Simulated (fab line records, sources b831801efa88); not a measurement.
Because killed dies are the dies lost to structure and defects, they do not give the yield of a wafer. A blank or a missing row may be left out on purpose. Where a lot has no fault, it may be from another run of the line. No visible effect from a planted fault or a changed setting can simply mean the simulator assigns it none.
Which tool is to blame? | flow sky130 | 13 lots with 39 wafers sampled at 4 steps, on a route of 708 steps

WHAT EACH GAUGE READ, for each wafer
SKY_METAL1_CD_MEAS_15: the cd target is 140 nm.
lot  | measured     | on       | cdNm (nm)
L975 | day 32 13:59 | cdSem-02 | 138.6 137.9 138.9
L976 | day 32 23:44 | cdSem-02 | 141.4 141.0 139.9
L977 | day 33 10:49 | cdSem-01 | 140.3 140.8 140.4
L978 | day 33 19:23 | cdSem-01 | 136.9 140.0 137.9
L984 | day 35 20:25 | cdSem-02 | 137.8 139.2 139.3
L985 | day 36 02:38 | cdSem-02 | 140.1 138.8 141.2
L986 | day 36 14:38 | cdSem-01 | 141.8 141.6 142.0
L987 | day 36 20:06 | cdSem-02 | 140.8 141.0 140.7
L991 | day 37 21:38 | cdSem-01 | 140.4 139.4 140.8
L995 | day 39 03:05 | cdSem-01 | 139.0 138.2 138.2
L996 | day 39 11:54 | cdSem-01 | 139.3 141.7 140.8
L997 | day 39 19:42 | cdSem-01 | 138.0 137.2 136.6
L998 | day 40 00:28 | cdSem-02 | 139.8 140.0 140.6

SKY_METAL1_OVL_MEAS_16.
lot  | measured     | on         | METAL1_OVL (nm)
L975 | day 32 14:07 | overlay-02 | -4 -4 1
L976 | day 32 23:52 | overlay-01 | 2 -2 -5
L977 | day 33 10:55 | overlay-01 | 4 -3 3
L978 | day 33 19:31 | overlay-01 | 11 9 12
L984 | day 35 20:31 | overlay-02 | 4 -4 -3
L985 | day 36 02:46 | overlay-02 | 4 5 8
L986 | day 36 14:46 | overlay-01 | -5 -10 -7
L987 | day 36 20:13 | overlay-02 | -6 -4 -3
L991 | day 37 21:46 | overlay-02 | 9 5 4
L995 | day 39 03:13 | overlay-02 | -1 -5 -3
L996 | day 39 12:01 | overlay-02 | 8 11 5
L997 | day 39 19:49 | overlay-02 | 4 -3 13
L998 | day 40 00:35 | overlay-02 | -1 0 3

SKY_VIA2_OVL_MEAS_13.
lot  | measured     | on         | VIA2_OVL (nm)
L975 | day 36 02:58 | overlay-02 | 1 7 -6
L976 | day 36 11:23 | overlay-02 | -6 0 5
L977 | day 36 22:24 | overlay-01 | 8 4 6
L978 | day 37 06:32 | overlay-01 | -5 3 3
L984 | day 39 06:15 | overlay-02 | -7 -2 0
L985 | day 39 11:19 | overlay-02 | -8 -3 4
L986 | day 39 23:13 | overlay-01 | -10 -8 -12
L987 | day 40 03:46 | overlay-02 | 4 4 -4
L991 | day 41 05:07 | overlay-01 | -11 1 -8
L995 | day 42 08:14 | overlay-01 | 1 6 5
L996 | day 42 15:52 | overlay-02 | 0 4 4
L997 | day 43 00:16 | overlay-02 | -1 -1 -4
L998 | day 43 04:06 | overlay-02 | -5 1 -4

TOOL THAT RAN EACH LOT (tool first, then ch and the chambers of the sampled wafers, then the start)
lot  | SKY_VIA2_CMP_02
L975 | cmp-01 ch 1,2,3, day 35 00:44
L976 | cmp-01 ch 0,1,3, day 35 09:18
L977 | cmp-02 ch 0,1,3, day 35 19:40
L978 | cmp-02 ch 0,1,2, day 36 04:34
L984 | cmp-01 ch 0,2, day 38 04:58
L985 | cmp-01 ch 0,3, day 38 10:13
L986 | cmp-01 ch 0,2, day 38 22:16
L987 | cmp-02 ch 1,2,3, day 39 03:24
L991 | cmp-02 ch 0,1,3, day 40 04:38
L995 | cmp-02 ch 0,2, day 41 08:10
L996 | cmp-01 ch 1,3, day 41 16:14
L997 | cmp-01 ch 0,1,3, day 42 00:51
L998 | cmp-01 ch 0,1,2, day 42 04:25
- SKY_VIA2_CMP_02: polishes SiO2.

AS READ BY THE TOOLS THEMSELVES (means over the sampled wafers that have a number; for cases with no such wafer, the mark the record gives instead)
SKY_VIA2_CMP_02.
lot  | tool   | motorCurrentA (A) | platenRpm (rpm) | slurryFlowMlMin
L975 | cmp-01 | 13.1              | 60.00           | 150.0
L976 | cmp-01 | 13.5              | 60.00           | 150.3
L977 | cmp-02 | 11.6              | 59.96           | 150.2
L978 | cmp-02 | 11.1              | 60.01           | 149.4
L984 | cmp-01 | 13.4              | 58.00           | 150.3
L985 | cmp-01 | 12.9              | 56.00           | 150.0
L986 | cmp-01 | 13.3              | 56.03           | 149.8
L987 | cmp-02 | 11.6              | 60.00           | 149.8
L991 | cmp-02 | 11.3              | 59.97           | 149.9
L995 | cmp-02 | 10.9              | 59.98           | 150.4
L996 | cmp-01 | 12.7              | 60.03           | 150.3
L997 | cmp-01 | 13.3              | 59.99           | 150.5
L998 | cmp-01 | 13.3              | 60.00           | 149.9

THE ANSWER, worked out from the rows above alone
Rule: the usual values come from the lots themselves. The widest of any qualifying gaps counts: lots, ordered by their means at a reading, are off when they make up no more than a third of the lots, leave a main group of 4 or more, and stand apart from it by 3 or more times the standard deviation of that group's means. If all means in a main group match to the digits the tables above print for the reading, that group is not used. A lot without any number at a reading at which 4 lots or more have one is off too. Where the step has rows for the other lots, those lots are counted as sound. The gauges are gone through in route order, then the tools' own readings, and for those a lot's mean is taken as printed above. The first step at which some lot is off is used, and at that step the reading that is off furthest; a lot without a number counts as furthest.
Off at SKY_VIA2_CMP_02 (platenRpm): L984, L985, L986. The main group has a mean of 59.99 rpm with a standard deviation of 0.019.
A tool fits if, at that step or a process step before it, it ran every lot that is off, and no sound lot after the first of them. Not one of the candidates tried fits.

WHAT THE SIMULATOR HAD INSERTED
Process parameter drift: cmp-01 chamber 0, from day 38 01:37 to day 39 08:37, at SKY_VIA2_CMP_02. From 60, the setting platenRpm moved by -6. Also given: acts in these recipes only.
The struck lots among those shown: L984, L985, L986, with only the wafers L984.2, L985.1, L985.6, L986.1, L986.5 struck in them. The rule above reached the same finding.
